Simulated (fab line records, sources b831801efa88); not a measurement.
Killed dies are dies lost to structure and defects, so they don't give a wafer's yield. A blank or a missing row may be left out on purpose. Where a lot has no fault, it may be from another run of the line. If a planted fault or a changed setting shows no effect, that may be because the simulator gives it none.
A struck lot beside a sound one ; flow gf180mcu ; 18 out of 602 route steps
Sound: wafers L826.1, L826.4, L826.6. Struck: wafer L812.1. (L812.3 of the same lot was not struck and is left out.) The cause comes at the end.
Order at every step that has rows: each side's tool, ch and its chambers, its first start. Under that, the readings that differ: sound wafers ; struck wafers ; difference of the means ; sigmas: that difference in standard deviations of wafers without a fault.
alike: same words and numbers on both sides, and readings whose means sit less than 2 such deviations apart. not compared: any withheld reading, any reading some wafer has no value for, any bound like >300 that may hide the same value, and any number with overlapping values for which the record gives no deviation.
A row with sigmas, a row that says differs or no value, or rows on one side alone: a step with any of these is where the two part. When numbers do not overlap yet have no deviation, they are printed without sigmas and do not part them. Lack of a reading on every wafer of one side parts them only where that side has two or more wafers.

first, 3 steps without rows for these wafers: GF_V1_EXPOSE_11 (exposes mask Via1, target cd 260 nm); GF_V1_PEB_12 (peb time 90 s); GF_V1_DEVELOP_13 (develop time 60 s).
GF_V1_CD_MEAS_14: the cd target is 260 nm.
  sound on cdSem-01, day 25 09:27; struck on cdSem-01, day 20 14:02
  alike: cdNm
GF_V1_OVL_MEAS_15:
  sound on overlay-02, day 25 09:34; struck on overlay-02, day 20 14:09
  alike: V1_OVL
GF_V1_ETCH_16: etches BARC in N2/H2.
  sound on rieDiel-02 ch 2,3, day 25 09:36; struck on rieDiel-03 ch 3, day 20 14:11
reading;sound;struck;difference;sigmas
biasW (W);100.30 100.39 100.13;99.43;-0.84;-3
  alike: drypumpMotorCurrentA, n2FlowSccm, oesProductAu, throttleValvePct
GF_V1_ETCH_17: etches SiO2 in C4F8/O2/Ar, stops on TiN, target depth 630 nm.
  sound: rieDiel-02 ch 2,3; struck: rieDiel-03 ch 3
  alike: biasW, oesProductAu
GF_V1_STRIP_18: strips in O2/N2.
  sound on plasmaAsher-03 ch 0,1, day 25 09:44; struck on plasmaAsher-03 ch 1, day 20 14:19
reading;sound;struck;difference;sigmas
oesProductAu (a.u.);0.583 0.601 0.587;0.575;-0.015;-3
  alike: drypumpMotorCurrentA, heaterPowerW, n2FlowSccm, o2FlowSccm
  not compared: rfHoursCounterH
then, 2 steps without rows for these wafers: GF_V1_STRIP_19 (strips in post etch residue remover, time 1200 s); GF_V1_CLEAN_20 (cleans in DIW).
GF_V1_SPUTTER_21: material Ti, target thk 15 nm, time 80.02 s.
  sound on pvdSputter-03, day 25 10:16; struck on pvdSputter-03, day 20 14:51
reading;sound;struck;difference;sigmas
substrateTempC (C);200.04 199.74 200.06;200.47;+0.52;+3
  alike: throttleValvePct
GF_V1_SPUTTER_22: material TiN, target thk 10 nm, time 40 s.
  sound on pvdSputter-03, day 25 10:19; struck on pvdSputter-03, day 20 14:55
  alike: throttleValvePct
GF_V1_CVD_23: deposits W, target thk 350 nm, time 105.05 s.
  sound on cvdW-01 ch 0,1, day 25 10:22; struck on cvdW-02 ch 1, day 20 14:57
reading;sound;struck;difference;sigmas
model.W_of_V1_CVD_23.thkNm (nm);355.3 355.8 351.3;203.5;-150.6;
  alike: heaterPowerW
GF_V1_RS_MEAS_24: measurement is done with a four-point probe.
  sound on filmMetro-01, day 25 10:29; struck on filmMetro-04, day 20 15:04
reading;sound;struck;difference;sigmas
V1_W_RS (ohm/sq);0.322 0.322 0.327;0.567;+0.243;+72
GF_V1_THK_MEAS_25: measures by xrf.
  sound on filmMetro-01, day 25 10:36; struck on filmMetro-04, day 20 15:11
reading;sound;struck;difference;sigmas
V1_W_THK (nm);345 347 344;203;-142;-34
GF_V1_CMP_26: polishes, stops on SiO2, t overpolish 15 s, target thk 0 nm.
  sound on cmp-02 ch 0,1, day 25 10:40; struck on cmp-02 ch 0, day 20 15:17
reading;sound;struck;difference;sigmas
timeToEndpointS (s);79 81 84;44;-37;-8
  alike: motorCurrentA
then, 2 steps without rows for these wafers: GF_M2_SPUTTER_00 (material Ti, target thk 37.5 nm, time 150 s); GF_PASSIVATION_PROBE_99.

== WHERE THEY PART ==
At GF_V1_ETCH_16 first; at GF_V1_CMP_26 last (within this record only).

WHY: what the simulator had put in
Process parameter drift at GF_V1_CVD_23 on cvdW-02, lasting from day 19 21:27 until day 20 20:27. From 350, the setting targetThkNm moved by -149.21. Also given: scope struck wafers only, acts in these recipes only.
